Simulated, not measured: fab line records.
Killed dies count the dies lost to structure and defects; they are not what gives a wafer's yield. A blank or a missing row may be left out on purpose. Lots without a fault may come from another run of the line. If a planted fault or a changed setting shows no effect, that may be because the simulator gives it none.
Struck lot and sound lot, side by side / flow sky130 / 43 out of 708 route steps
Sound: wafers L366.1, L366.4, L366.5. Struck: wafers L383.2, L383.4, L383.5. At the end, the cause is stated.
Per side, at each step with rows, come the tool, then ch with its chambers, and then its first start. Under that, the readings that differ: sound wafers / struck wafers / difference of the means / sigmas: that difference in standard deviations of wafers without a fault.
alike: readings with means less than 2 such deviations apart, plus words and numbers identical on both sides. not compared: withheld readings, readings lacking a value on some wafer, bounds such as >300 that could conceal the same value, and numbers that have no deviation in the record and whose values overlap.
Wherever a step has rows on one side only, a row that says differs or no value, or a row with sigmas, the two part there. Non-overlapping numbers with no deviation appear without sigmas and do not part them. A reading missing from all wafers of one side parts the sides only when that side holds two or more wafers.

first, 3 steps without rows for these wafers: SKY_METAL2_EXPOSE_12 (exposes mask MM2, target cd 140 nm); SKY_METAL2_PEB_13; SKY_METAL2_DEVELOP_14 (develop time 60 s).
SKY_METAL2_CD_MEAS_15 targets a cd of 140 nm.
  sound: cd-sem-01 at day 35 20:00; struck: cd-sem-02 at day 41 04:05
  alike: cd-nm
SKY_METAL2_OVL_MEAS_16:
  sound: overlay-01 at day 35 20:07; struck: overlay-02 at day 41 04:12
  alike: METAL2_OVL
then, 7 steps without rows for these wafers: SKY_METAL2_DESCUM_17 (chemistry O2, time 8 s); SKY_METAL2_ETCH_18 (etches BARC in N2/H2, stops on SiO2, time 45.9 s, target depth 60 nm); SKY_METAL2_METAL_ETCH_19 (etches the open film in Cl2/BCl3, stops on SiO2, target depth 360 nm, time 78 s); SKY_METAL2_STRIP_20 (strips in O2/N2); SKY_METAL2_STRIP_21 (strips in post etch residue remover, time 1200 s); SKY_METAL2_CLEAN_22 (cleans in IPA, time 180 s); SKY_METAL2_CLEAN_23 (cleans in O3/DIW).
SKY_VIA2_HDPCVD_00: deposits SiO2, target thk 1180 nm, time 196.7 s.
  sound on hdpcvd-01 ch 0,1,2, day 35 20:58; struck on hdpcvd-01 ch 0,2, day 41 05:01
SKY_VIA2_THK_MEAS_01:
  sound: film-metro-03 at day 35 21:06; struck: film-metro-04 at day 41 05:09
  alike: VIA2_HDPCVD_THK
then, 1 step without rows for these wafers: SKY_VIA2_CMP_02 (polishes SiO2).
SKY_VIA2_BOW_MEAS_03:
  sound: film-metro-01 at day 35 21:28; struck: film-metro-04 at day 41 05:31
  alike: VIA2_BOW
then, 8 steps without rows for these wafers: SKY_VIA2_DEHYDRATE_04 (time 60 s); SKY_VIA2_HMDS_05 (prime time 60 s); SKY_VIA2_COAT_06 (resist thk 60 nm); SKY_VIA2_COAT_07 (resist thk 450 nm); SKY_VIA2_SOFTBAKE_08 (time 90 s); SKY_VIA2_EXPOSE_09 (exposes mask VIM2, target cd 200 nm); SKY_VIA2_PEB_10; SKY_VIA2_DEVELOP_11 (develop time 60 s).
SKY_VIA2_CD_MEAS_12 targets a cd of 200 nm.
  sound: cd-sem-01 at day 36 23:30; struck: cd-sem-01 at day 42 05:40
  alike: cd-nm
SKY_VIA2_OVL_MEAS_13:
  sound: overlay-01 at day 36 23:37; struck: overlay-01 at day 42 05:47
  alike: VIA2_OVL
SKY_VIA2_ETCH_14: etches BARC in N2/H2, stops on SiO2, time 45.9 s, target depth 60 nm.
  sound on rie-diel-01 ch 0,1,3, day 36 23:40; struck on rie-diel-01 ch 0,1,3, day 42 05:49
  alike: drypump-motor-current-A, oes-product-au, throttle-valve-pct
  not compared: rf-hours-counter-h
then, 1 step without rows for these wafers: SKY_VIA2_ETCH_15 (etches SiO2 in C4F8/O2/Ar, stops on TiN, target depth 546 nm, time 84 s).
SKY_VIA2_STRIP_16: strips in O2/N2.
  sound on plasma-asher-03 ch 0, day 36 23:46; struck on plasma-asher-04 ch 0,1, day 42 05:55
  alike: drypump-motor-current-A, oes-product-au, strip-time-to-endpoint-s
  not compared: rf-hours-counter-h
then, 3 steps without rows for these wafers: SKY_VIA2_STRIP_17 (strips in post etch residue remover, time 1200 s); SKY_VIA2_CLEAN_18 (cleans in IPA, time 180 s); SKY_VIA2_CLEAN_19 (cleans in O3/DIW).
SKY_VIA2_SPUTTER_20: material TiN, target thk 20 nm, time 80 s.
  sound: pvd-sputter-02 at day 37 00:22; struck: pvd-sputter-02 at day 42 06:31
  alike: throttle-valve-pct
then, 1 step without rows for these wafers: SKY_VIA2_CVD_21 (deposits W, target thk 420 nm, time 126.4 s).
SKY_VIA2_RS_MEAS_22: the measuring method here is four-point-probe.
  sound: film-metro-01 at day 37 00:33; struck: film-metro-04 at day 42 06:43
  alike: VIA2_W_RS
SKY_VIA2_THK_MEAS_23: measures by xrf.
  sound: film-metro-01 at day 37 00:40; struck: film-metro-04 at day 42 06:50
  alike: VIA2_W_THK
SKY_VIA2_CMP_24: polishes, stops on SiO2, t overpolish 20 s, target thk 0 nm.
  sound on cmp-01 ch 0,3, day 37 00:44; struck on cmp-02 ch 1,2,3, day 42 06:53
  alike: motor-current-A, overpolish-run-s, time-to-endpoint-s
then, 3 steps without rows for these wafers: SKY_METAL3_SPUTTER_00 (material Ti, target thk 15 nm, time 10 s); SKY_METAL3_SPUTTER_01 (material TiN, target thk 20 nm, time 16.7 s); SKY_METAL3_SPUTTER_02 (material AlCu, target thk 735 nm, time 39.1 s).
SKY_METAL3_SPUTTER_03: material Ti, target thk 5 nm, time 3.3 s.
  sound: pvd-sputter-01 at day 37 01:07; struck: pvd-sputter-01 at day 42 07:16
  alike: throttle-valve-pct
then, 1 step without rows for these wafers: SKY_METAL3_SPUTTER_04 (material TiN, target thk 70 nm, time 58.3 s).
-- the record jumps here: 8 days lie between the struck wafers' starts before and after (it left off in module METAL3 and takes up again in module PAD_OPEN, whose first step shown is number 708 of the route) --
SKY_PAD_OPEN_PROBE_99:
  sound: prober-02 at day 46 10:37; struck: prober-02 at day 50 10:44
reading=hold; sound=- - -; struck=await-dispo/5.6h/release await-dispo/5.6h/release await-dispo/5.6h/release; difference=no value on the sound wafers; sigmas=
reading=defect-limited-yield (%); sound=80.5 80.7 81.1; struck=69.7 73.8 73.8; difference=-8.3; sigmas=-5
reading=killed_at_M0_to_M3; sound=46 47 46; struck=112 92 93; difference=+53; sigmas=+8
reading=killed_at_M4_up; sound=3 1 2; struck=6 6 5; difference=+4; sigmas=+2
reading=killed-at-front-end; sound=27 23 25; struck=13 11 9; difference=-14; sigmas=-3
reading=killed-dies; sound=96 95 93; struck=149 129 129; difference=+41; sigmas=+5
reading=sort_bin_3_pad_short (%); sound=0.6 0.4 0.4; struck=5.3 5.5 3.5; difference=+4.3; sigmas=+10
reading=sort_bin_5_function (%); sound=10.6 11.8 11.4; struck=18.1 15.2 15.7; difference=+5.1; sigmas=+4
reading=sort-n-pass; sound=396 397 399; struck=343 363 363; difference=-41; sigmas=-5
reading=sort-yield-pct (%); sound=80.5 80.7 81.1; struck=69.7 73.8 73.8; difference=-8.3; sigmas=-5
reading=model.etest.tester.sort-n-pass; sound=396 397 399; struck=343 363 363; difference=-41; sigmas=
reading=model.etest.tester.sort-yield-pct (%); sound=80.49 80.69 81.1; struck=69.72 73.78 73.78; difference=-8.33; sigmas=
reading=model.etest.tester.sort_bin_5_pct (%); sound=10.57 11.79 11.38; struck=18.09 15.24 15.65; difference=+5.08; sigmas=
reading=model.etest.tester.sort_bin_3_pct (%); sound=0.6098 0.4065 0.4065; struck=5.285 5.488 3.455; difference=+4.268; sigmas=
  alike: killed-at-contacts, killed-at-other, killed-open, killed-short, sort_bin_6_memory

== WHERE THEY PART ==
Only at SKY_PAD_OPEN_PROBE_99, as far as this record shows.

WHY: what the simulator had put in
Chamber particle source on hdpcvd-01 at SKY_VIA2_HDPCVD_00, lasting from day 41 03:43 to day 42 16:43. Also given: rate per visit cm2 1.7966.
